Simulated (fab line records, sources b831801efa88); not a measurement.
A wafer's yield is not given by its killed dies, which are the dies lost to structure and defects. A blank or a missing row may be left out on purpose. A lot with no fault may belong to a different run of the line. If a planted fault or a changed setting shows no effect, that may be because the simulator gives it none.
Chamber matching ; flow gf180mcu ; GF_V1_CMP_26 on cmp-01 has 4 sister chambers
The step polishes, stops on SiO2, t overpolish 15 s, target thk 0 nm. 8 wafers are shown with their chamber, then 11 later ones without.

## WAFERS WITH THEIR CHAMBER
wafer;chamber;motor current A (A);time to endpoint s (s)
L084.2;3;12.2;86
L084.4;2;10.4;85
L084.6;0;10.6;84
L085.4;0;11.0;86
L087.1;3;11.7;86
L087.4;1;11.1;76
L087.5;1;10.9;82
L089.2;2;10.0;88

## WAFERS WITHOUT THEIR CHAMBER
wafer;motor current A (A);time to endpoint s (s)
L089.4;10.5;87
L089.5;12.4;85
L093.1;10.7;87
L093.3;10.5;88
L093.5;10.3;87
L094.1;11.3;78
L094.4;10.3;83
L094.5;10.3;86
L096.4;9.9;91
L096.5;11.4;84
L096.6;10.4;86

## EACH ONE'S CHAMBER
wafer;from the rows above;in truth
L089.4;can't be placed: 2 or 0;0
L089.5;3;3
L093.1;can't be placed: 0 or 2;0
L093.3;can't be placed: 2 or 0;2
L093.5;can't be placed: 2 or 0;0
L094.1;1;1
L094.4;can't be placed: 2 or 0 or 1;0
L094.5;can't be placed: 2 or 0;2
L096.4;can't be placed: 2 or 0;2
L096.5;can't be placed: 3 or 0 or 1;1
L096.6;can't be placed: 2 or 0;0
Correct placement for 2 of the 11. Not placeable from these rows: 9 (in 9, the candidates include the true chamber). Placed wrongly: 0.
How it was worked out, from the rows above alone: a wafer's distance from a chamber is the root of the sum, over the readings, of the square of ((its reading less the chamber's mean) divided by the reading's scatter). If the next closest chamber is less than 2 further off than the closest, the wafer can't be placed; otherwise it belongs to the closest. A chamber's mean is the mean of its shown wafers. The scatter: the root of (the sum of the squares of (reading less its chamber's mean) over the shown wafers, divided by (wafers less chambers)).
